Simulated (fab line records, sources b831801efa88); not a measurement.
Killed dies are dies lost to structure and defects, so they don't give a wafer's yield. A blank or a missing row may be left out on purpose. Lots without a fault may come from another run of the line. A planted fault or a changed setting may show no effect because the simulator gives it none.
A struck lot beside a sound one | flow sky130 | 15 steps out of a route of 708
Sound: wafers L418.2, L418.4, L418.5. Struck: wafers L421.2, L421.3, L421.6. The cause comes at the end.
At each step with rows: each side's tool, then ch and its chambers, then its first start. Under that, the readings that differ: sound wafers | struck wafers | difference of the means | sigmas: that difference in standard deviations of wafers without a fault.
alike: readings whose means differ by less than 2 such deviations, and words and numbers that are the same on both sides. not compared: withheld readings, readings that some wafer has no value for, bounds like >300 that may hide the same value, and numbers for which the record gives no deviation and whose values overlap.
The two part at a step that has a row with sigmas, a row that says differs or no value, or rows on one side only. Numbers that don't overlap but have no deviation are shown without sigmas and don't part them. A reading that every wafer of one side lacks parts them only if that side has two wafers or more.

first, 1 step without rows for these wafers: SKY_VIA1_SPUTTER_20 (material TiN, target thk 20 nm, time 80 s).
SKY_VIA1_CVD_21: deposits W, target thk 270 nm, time 80.902 s.
  sound on cvd_w-02 ch 0,1, day 33 18:37; struck on cvd_w-01 ch 0,1, day 34 14:20
  alike: heater_power_w, susceptor_temp_C
SKY_VIA1_RS_MEAS_22: measures by four-point-probe.
  sound on film_metro-03, day 33 18:44; struck on film_metro-04, day 34 14:27
  alike: VIA1_W_RS
SKY_VIA1_THK_MEAS_23: measures by xrf.
  sound on film_metro-03, day 33 18:50; struck on film_metro-04, day 34 14:34
  alike: VIA1_W_THK
then, 1 step without rows for these wafers: SKY_VIA1_CMP_24 (polishes, stops on SiO2, t overpolish 15 s, target thk 0 nm).
SKY_METAL2_SPUTTER_00: material Ti, target thk 15 nm, time 10 s.
  sound on pvd_sputter-01, day 33 19:11; struck on pvd_sputter-01, day 34 14:55
  alike: throttle_valve_pct
SKY_METAL2_SPUTTER_01: material TiN, target thk 20 nm, time 16.7 s.
  sound on pvd_sputter-01, day 33 19:13; struck on pvd_sputter-01, day 34 14:56
  alike: throttle_valve_pct
then, 1 step without rows for these wafers: SKY_METAL2_SPUTTER_02 (material AlCu, target thk 250 nm, time 13.3 s).
SKY_METAL2_SPUTTER_03: material Ti, target thk 5 nm, time 3.3 s.
  sound on pvd_sputter-01, day 33 19:16; struck on pvd_sputter-01, day 34 14:59
  alike: throttle_valve_pct
SKY_METAL2_SPUTTER_04: material TiN, target thk 70 nm, time 58.3 s.
  sound on pvd_sputter-01, day 33 19:17; struck on pvd_sputter-01, day 34 15:01
  alike: throttle_valve_pct
SKY_METAL2_RS_MEAS_05: measures by four-point-probe.
  sound on film_metro-01, day 33 19:20; struck on film_metro-04, day 34 15:05
  alike: METAL2_ALCU_RS
SKY_METAL2_THK_MEAS_06: measures by xrf.
  sound on film_metro-01, day 33 19:27; struck on film_metro-04, day 34 15:11
  alike: METAL2_ALCU_THK
SKY_METAL2_DEHYDRATE_07: time 60 s.
  sound on litho_track-03 ch 0, day 34 07:22; struck on litho_track-03 ch 0, day 35 03:07
  reading                  | sound                | struck               | difference | sigmas
  heater_power_total_W (W) | 160.22 160.11 160.24 | 163.59 163.90 163.98 | +3.63      | +28
  run_length_s (s)         | 89.13 89.21 89.04    | 85.37 85.28 85.50    | -3.74      | -27
  alike: chill_plate_temp_C, exhaust_pa
then, 1 step without rows for these wafers: SKY_METAL2_HMDS_08 (prime time 60 s).
SKY_PAD_OPEN_PROBE_99:
  the record has rows for the sound wafers here (prober-01, day 45 12:31) and none for the struck ones

WHERE THEY PART
First at SKY_METAL2_DEHYDRATE_07; last, within this record, at SKY_PAD_OPEN_PROBE_99.

WHY: what the simulator had put in
Process parameter drift: litho_track-03, from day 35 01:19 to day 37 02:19, at SKY_METAL2_DEHYDRATE_07. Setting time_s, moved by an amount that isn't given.
